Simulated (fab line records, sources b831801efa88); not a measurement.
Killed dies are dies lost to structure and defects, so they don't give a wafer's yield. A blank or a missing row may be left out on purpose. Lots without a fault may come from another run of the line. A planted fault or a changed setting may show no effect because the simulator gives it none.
A struck lot beside a sound one | flow sky130 | 44 steps out of a route of 708
Sound: wafers L102.1, L102.2, L102.3. Struck: wafers L100.3, L100.4, L100.5. The cause comes at the end.
At each step with rows: each side's tool, then ch and its chambers, then its first start. Under that, the readings that differ: sound wafers | struck wafers | difference of the means | sigmas: that difference in standard deviations of wafers without a fault.
alike: readings whose means differ by less than 2 such deviations, and words and numbers that are the same on both sides. not compared: withheld readings, readings that some wafer has no value for, bounds like >300 that may hide the same value, and numbers for which the record gives no deviation and whose values overlap.
The two part at a step that has a row with sigmas, a row that says differs or no value, or rows on one side only. Numbers that don't overlap but have no deviation are shown without sigmas and don't part them. A reading that every wafer of one side lacks parts them only if that side has two wafers or more.

first, 8 steps without rows for these wafers: SKY_DNWELL_DEHYDRATE_00 (time 60 s); SKY_DNWELL_HMDS_01 (prime time 60 s); SKY_DNWELL_COAT_02 (resist thk 3000 nm); SKY_DNWELL_SOFTBAKE_03; SKY_DNWELL_EXPOSE_04 (exposes mask DNM, target cd 3000 nm); SKY_DNWELL_PEB_05; SKY_DNWELL_DEVELOP_06 (develop time 60 s); SKY_DNWELL_IMPLANT_07.
SKY_DNWELL_STRIP_08: strips in O2/N2.
  sound on plasma_asher-01 ch 0,1, day 7 15:32; struck on plasma_asher-04 ch 0,1, day 7 05:40
  alike: chamber_pressure_mTorr, drypump_motor_current_A, o2_flow_sccm, oes_product_au, strip_time_to_endpoint_s
  not compared: rf_hours_counter_h
SKY_DNWELL_TW_MEAS_09:
  sound on film_metro-01, day 7 15:38; struck on film_metro-03, day 7 05:45
  alike: DNWELL_TW
then, 2 steps without rows for these wafers: SKY_PWDE_DEHYDRATE_00 (time 60 s); SKY_PWDE_HMDS_01 (prime time 60 s).
SKY_PWDE_COAT_02: resist thk 3000 nm.
  sound on litho_track-04 ch 0, day 8 01:26; struck on litho_track-02, day 7 14:44
  no value came back on the struck wafers for chill_plate_temp_C (C), dispense_pressure_kPa (kPa); on the sound wafers chill_plate_temp_C (C) reads 22.80 23.04 22.92
then, 4 steps without rows for these wafers: SKY_PWDE_SOFTBAKE_03; SKY_PWDE_EXPOSE_04 (exposes mask PWDEM, target cd 840 nm); SKY_PWDE_PEB_05; SKY_PWDE_DEVELOP_06 (develop time 60 s).
SKY_PWDE_OVL_MEAS_07:
  sound on overlay-02, day 8 12:26; struck on overlay-02, day 8 01:09
  reading       | sound       | struck | difference                    | sigmas
  PWDE_OVL (nm) | 3.4 3.2 1.9 | - - -  | no value on the struck wafers |
then, 1 step without rows for these wafers: SKY_PWDE_IMPLANT_08.
SKY_PWDE_STRIP_09: strips in O2/N2.
  sound on plasma_asher-02 ch 0,1, day 8 12:38; struck on plasma_asher-01 ch 0,1, day 8 01:22
  no value came back on the struck wafers for oes_product_au (a.u.), strip_time_to_endpoint_s (s); on the sound wafers oes_product_au (a.u.) reads 0.721 0.714 0.716
  alike: chamber_pressure_mTorr, drypump_motor_current_A, o2_flow_sccm
  not compared: rf_hours_counter_h
SKY_PWDE_TW_MEAS_10:
  sound on film_metro-04, day 8 12:44; struck on film_metro-04, day 8 01:27
  alike: PWDE_TW
then, 7 steps without rows for these wafers: SKY_NWELL_DEHYDRATE_03 (time 60 s); SKY_NWELL_HMDS_04 (prime time 60 s); SKY_NWELL_COAT_05 (resist thk 3000 nm); SKY_NWELL_SOFTBAKE_06; SKY_NWELL_EXPOSE_07 (exposes mask NWM, target cd 840 nm); SKY_NWELL_PEB_08; SKY_NWELL_DEVELOP_09 (develop time 60 s).
SKY_NWELL_OVL_MEAS_10:
  sound on overlay-02, day 9 10:38; struck on overlay-01, day 8 22:54
  alike: NWELL_00_OVL
then, 3 steps without rows for these wafers: SKY_NWELL_IMPLANT_11; SKY_NWELL_IMPLANT_12; SKY_NWELL_IMPLANT_13.
SKY_NWELL_STRIP_14: strips in O2/N2.
  sound on plasma_asher-04 ch 0,1, day 9 11:08; struck on plasma_asher-04 ch 0,1, day 8 23:25
  reading                      | sound             | struck            | difference | sigmas
  strip_time_to_endpoint_s (s) | 37.15 37.14 37.08 | 36.72 36.78 36.73 | -0.38      | -3
  alike: chamber_pressure_mTorr, drypump_motor_current_A, o2_flow_sccm, oes_product_au
  not compared: rf_hours_counter_h
SKY_NWELL_TW_MEAS_15:
  sound on film_metro-04, day 9 11:14; struck on film_metro-04, day 8 23:30
  alike: NWELL_TW
then, 7 steps without rows for these wafers: SKY_NWELL_DEHYDRATE_16 (time 60 s); SKY_NWELL_HMDS_17 (prime time 60 s); SKY_NWELL_COAT_18 (resist thk 3000 nm); SKY_NWELL_SOFTBAKE_19; SKY_NWELL_EXPOSE_20 (exposes mask NWM COMPLEMENT, target cd 840 nm); SKY_NWELL_PEB_21; SKY_NWELL_DEVELOP_22 (develop time 60 s).
SKY_NWELL_OVL_MEAS_23:
  sound on overlay-02, day 10 09:23; struck on overlay-02, day 9 20:44
  alike: NWELL_01_OVL
SKY_NWELL_TW_MEAS_26:
  sound on film_metro-03, day 10 09:40; struck on film_metro-04, day 9 21:16
  reading    | sound       | struck      | difference | sigmas
  NWELL_2_TW | 493 494 492 | 556 557 555 | +63        | +11
  not compared: hold
-- the record jumps here: 40 days lie between the struck wafers' starts before and after (it left off in module NWELL and takes up again in module PAD_OPEN, whose first step shown is number 708 of the route) --
SKY_PAD_OPEN_PROBE_99:
  sound on prober-01, day 50 12:36; struck on prober-01, day 50 07:52
  reading             | sound    | struck                                                               | difference                   | sigmas
  hold                | - - -    | await_dispo/1.9h/scrap await_dispo/1.9h/scrap await_dispo/1.9h/scrap | no value on the sound wafers |
  killed_at_front_end | 15 15 14 | 421 424 423                                                          | +408                         | +97
  killed_dies         | 80 78 73 | 492 492 492                                                          | +415                         | +49
  killed_on_rim       | 12 11 12 | 96 96 96                                                             | +84                          | +23
  alike: killed_at_M0_to_M3, killed_at_M4_up, killed_at_contacts, killed_at_other, killed_open, killed_short

WHERE THEY PART
First at SKY_PWDE_COAT_02; last, within this record, at SKY_PAD_OPEN_PROBE_99.

WHY: what the simulator had put in
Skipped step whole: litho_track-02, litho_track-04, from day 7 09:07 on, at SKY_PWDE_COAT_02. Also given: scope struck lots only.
